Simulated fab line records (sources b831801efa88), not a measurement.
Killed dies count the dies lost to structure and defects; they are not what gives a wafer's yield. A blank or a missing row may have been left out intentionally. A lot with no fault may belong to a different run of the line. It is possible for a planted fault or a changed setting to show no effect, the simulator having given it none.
Matching of chambers || flow gf180mcu || GF_V1_CMP_04 on cmp-02 has 4 sister chambers
The step polishes SiO2. 7 wafers are shown with their chamber, then 9 later ones without.

## WAFERS PAIRED WITH THEIR CHAMBERS
{"wafer": "L530.4", "chamber": 3, "motor-current-A (A)": 12.1, "time-to-endpoint-s (s)": 82}
{"wafer": "L535.2", "chamber": 0, "motor-current-A (A)": 11.3, "time-to-endpoint-s (s)": 70}
{"wafer": "L536.4", "chamber": 1, "motor-current-A (A)": 14.5, "time-to-endpoint-s (s)": 81}
{"wafer": "L536.6", "chamber": 2, "motor-current-A (A)": 14.5, "time-to-endpoint-s (s)": 98}
{"wafer": "L537.2", "chamber": 0, "motor-current-A (A)": 10.9, "time-to-endpoint-s (s)": 66}
{"wafer": "L537.4", "chamber": 1, "motor-current-A (A)": 14.5, "time-to-endpoint-s (s)": 74}
{"wafer": "L537.6", "chamber": 2, "motor-current-A (A)": 14.3, "time-to-endpoint-s (s)": 100}

## WAFERS WITHOUT THEIR CHAMBER
{"wafer": "L544.3", "motor-current-A (A)": 11.8, "time-to-endpoint-s (s)": 70}
{"wafer": "L544.5", "motor-current-A (A)": 13.7, "time-to-endpoint-s (s)": 72}
{"wafer": "L544.6", "motor-current-A (A)": 15.3, "time-to-endpoint-s (s)": 73}
{"wafer": "L547.1", "motor-current-A (A)": 12.4, "time-to-endpoint-s (s)": 77}
{"wafer": "L547.5", "motor-current-A (A)": 14.6, "time-to-endpoint-s (s)": 84}
{"wafer": "L547.6", "motor-current-A (A)": 11.7, "time-to-endpoint-s (s)": 75}
{"wafer": "L550.3", "motor-current-A (A)": 14.9, "time-to-endpoint-s (s)": 76}
{"wafer": "L550.4", "motor-current-A (A)": 12.1, "time-to-endpoint-s (s)": 79}
{"wafer": "L550.5", "motor-current-A (A)": 11.6, "time-to-endpoint-s (s)": 81}

## WHICH CHAMBER EACH ONE RAN IN
{"wafer": "L544.3", "from the rows above": "can't be placed: 0 or 3", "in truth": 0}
{"wafer": "L544.5", "from the rows above": 1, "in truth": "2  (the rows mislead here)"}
{"wafer": "L544.6", "from the rows above": 1, "in truth": 1}
{"wafer": "L547.1", "from the rows above": 3, "in truth": 3}
{"wafer": "L547.5", "from the rows above": 1, "in truth": 1}
{"wafer": "L547.6", "from the rows above": "can't be placed: 3 or 0", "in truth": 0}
{"wafer": "L550.3", "from the rows above": 1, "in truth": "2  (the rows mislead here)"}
{"wafer": "L550.4", "from the rows above": 3, "in truth": 3}
{"wafer": "L550.5", "from the rows above": "can't be placed: 3 or 0", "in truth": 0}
4 of 9 placed correctly. Not placeable from these rows: 3 (in 3, the candidates include the true chamber). Number placed wrongly: 2.
How it was worked out, from the rows above alone: a wafer's distance from a chamber is the root of the sum, over the readings, of the square of ((its reading less the chamber's mean) divided by the reading's scatter). The wafer belongs to the nearest chamber; if the next one is less than 2 further off, it can't be placed. A chamber's mean is the mean of its shown wafers. The scatter: take each reading less its chamber's mean, square it, sum over the shown wafers, divide by the number of wafers less the number of chambers, and take the root.
